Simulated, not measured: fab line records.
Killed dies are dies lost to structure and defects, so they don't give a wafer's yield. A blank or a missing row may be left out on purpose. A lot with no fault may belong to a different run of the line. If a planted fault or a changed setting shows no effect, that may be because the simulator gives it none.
A struck lot beside a sound one + flow sky130 + 18 out of 708 route steps
Sound: these wafers, L429.1, L429.4, L429.6. The struck wafers were L434.3, L434.4, L434.5. Last of all comes the cause.
Order at every step that has rows: each side's tool, ch and its chambers, its first start. Under that, the readings that differ: sound wafers + struck wafers + difference of the means + sigmas: that difference in standard deviations of wafers without a fault.
alike: readings with means less than 2 such deviations apart, plus words and numbers identical on both sides. not compared: withheld readings, readings lacking a value on some wafer, bounds such as >300 that could conceal the same value, and numbers that have no deviation in the record and whose values overlap.
Wherever a step has rows on one side only, a row that says differs or no value, or a row with sigmas, the two part there. Numbers that have no deviation but don't overlap get no sigmas and don't part them. Lack of a reading on every wafer of one side parts them only where that side has two or more wafers.

first, 3 steps without rows for these wafers: SKY_LDD_P_EXPOSE_04 (exposes mask PSDM, target cd 380 nm); SKY_LDD_P_PEB_05; SKY_LDD_P_DEVELOP_06 (develop time 60 s).
SKY_LDD_P_CD_MEAS_07: target cd 380 nm.
  sound on cd sem-01, day 20 11:38; struck on cd sem-01, day 20 14:47
  alike: cd nm
SKY_LDD_P_OVL_MEAS_08:
  sound on overlay-01, day 20 11:46; struck on overlay-01, day 20 14:53
  alike: LDD_P_OVL
after that, 1 step had no rows for these wafers: SKY_LDD_P_IMPLANT_09.
SKY_LDD_P_STRIP_10: strips in O2/N2.
  sound on plasma asher-02 ch 0,1, day 20 11:57; struck on plasma asher-03 ch 0,1, day 20 15:05
  alike: chamber pressure mTorr, drypump motor current A, oes product au, strip time to endpoint s
  not compared: rf hours counter h
SKY_LDD_P_TW_MEAS_11:
  sound on film metro-04, day 20 12:03; struck on film metro-03, day 20 15:11
| reading  | sound       | struck      | difference | sigmas |
|----------|-------------|-------------|------------|--------|
| LDD_P_TW | 637 635 639 | 626 629 623 | -11        | -3     |
then, 4 steps without rows for these wafers: SKY_LDD_HVN_DEHYDRATE_00 (time 60 s); SKY_LDD_HVN_HMDS_01 (prime time 60 s); SKY_LDD_HVN_COAT_02 (resist thk 300 nm); SKY_LDD_HVN_SOFTBAKE_03 (time 60 s).
SKY_LDD_HVN_EXPOSE_04: exposes mask HVNTM, target cd 700 nm.
  sound on iline stepper-01 ch 0, day 21 02:44; struck on iline stepper-01 ch 0, day 21 07:03
| reading                         | sound                   | struck            | difference | sigmas |
|---------------------------------|-------------------------|-------------------|------------|--------|
| model.LDD_HVN.overlay x nm (nm) | -0.2288 -0.2288 -0.2288 | -85.9 -85.9 -85.9 | -85.7      |        |
  alike: mask
then, 2 steps without rows for these wafers: SKY_LDD_HVN_PEB_05; SKY_LDD_HVN_DEVELOP_06 (develop time 60 s).
SKY_LDD_HVN_OVL_MEAS_07:
  sound on overlay-02, day 21 17:47; struck on overlay-02, day 21 21:54
| reading          | sound        | struck            | difference | sigmas |
|------------------|--------------|-------------------|------------|--------|
| LDD_HVN_OVL (nm) | 1.3 0.6 -2.1 | -86.2 -87.3 -87.5 | -86.9      | -58    |
then, 2 steps without rows for these wafers: SKY_LDD_HVN_IMPLANT_08; SKY_PAD_OPEN_PROBE_99.

WHERE THEY PART
Earliest at SKY_LDD_P_TW_MEAS_11; latest, in this record, at SKY_LDD_HVN_OVL_MEAS_07.

WHY: what had been put in by the simulator
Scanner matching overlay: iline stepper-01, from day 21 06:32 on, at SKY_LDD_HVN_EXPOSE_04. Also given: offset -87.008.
